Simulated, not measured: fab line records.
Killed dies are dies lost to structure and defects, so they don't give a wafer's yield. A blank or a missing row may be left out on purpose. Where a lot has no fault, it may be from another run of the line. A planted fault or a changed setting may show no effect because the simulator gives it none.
Chamber matching :: flow sky130 :: SKY_VIA2_CMP_24 on cmp-02: 4 sister chambers
The step polishes, stops on SiO2, t overpolish 20 s, target thk 0 nm. 8 wafers are shown with their chamber, then 8 later ones without.

== WAFERS WITH THEIR CHAMBER ==
wafer: L692.3
chamber: 1
motor current A (A): 11.0
retaining ring pressure frac: 1.003

wafer: L702.4
chamber: 2
motor current A (A): 8.9
retaining ring pressure frac: 0.995

wafer: L704.4
chamber: 1
motor current A (A): 11.1
retaining ring pressure frac: 1.001

wafer: L704.5
chamber: 0
motor current A (A): 10.6
retaining ring pressure frac: 0.992

wafer: L707.1
chamber: 3
motor current A (A): 9.4
retaining ring pressure frac: 1.004

wafer: L707.2
chamber: 2
motor current A (A): 8.7
retaining ring pressure frac: 1.001

wafer: L707.6
chamber: 0
motor current A (A): 11.2
retaining ring pressure frac: 0.995

wafer: L708.1
chamber: 3
motor current A (A): 10.0
retaining ring pressure frac: 1.004

== WAFERS WITH NO CHAMBER GIVEN ==
wafer: L708.3
motor current A (A): 8.6
retaining ring pressure frac: 1.003

wafer: L708.6
motor current A (A): 11.9
retaining ring pressure frac: 0.998

wafer: L710.2
motor current A (A): 11.3
retaining ring pressure frac: 0.996

wafer: L710.4
motor current A (A): 11.2
retaining ring pressure frac: 0.998

wafer: L710.5
motor current A (A): 8.8
retaining ring pressure frac: 1.000

wafer: L711.1
motor current A (A): 8.9
retaining ring pressure frac: 0.990

wafer: L711.3
motor current A (A): 10.9
retaining ring pressure frac: 1.003

wafer: L711.4
motor current A (A): 11.2
retaining ring pressure frac: 0.999

== THE CHAMBER EACH PASSED THROUGH ==
wafer: L708.3
from the rows above: can't be placed: 2 or 3
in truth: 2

wafer: L708.6
from the rows above: can't be placed: 1 or 0
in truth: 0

wafer: L710.2
from the rows above: can't be placed: 0 or 1
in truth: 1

wafer: L710.4
from the rows above: can't be placed: 1 or 0
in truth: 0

wafer: L710.5
from the rows above: 2
in truth: 2

wafer: L711.1
from the rows above: 2
in truth: 2

wafer: L711.3
from the rows above: 1
in truth: 1

wafer: L711.4
from the rows above: can't be placed: 1 or 0
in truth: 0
Correct placement for 3 of the 8. Unplaceable from these rows: 5, with the true chamber sitting among the candidates in 5. Placed wrongly: 0.
How it was worked out, from the rows above alone: a wafer's distance from a chamber is the root of the sum, over the readings, of the square of ((its reading less the chamber's mean) divided by the reading's scatter). If the next closest chamber is less than 2 further off than the closest, the wafer can't be placed; otherwise it belongs to the closest. A chamber's mean is the mean of its shown wafers. The scatter: take each reading less its chamber's mean, square it, sum over the shown wafers, divide by the number of wafers less the number of chambers, and take the root.
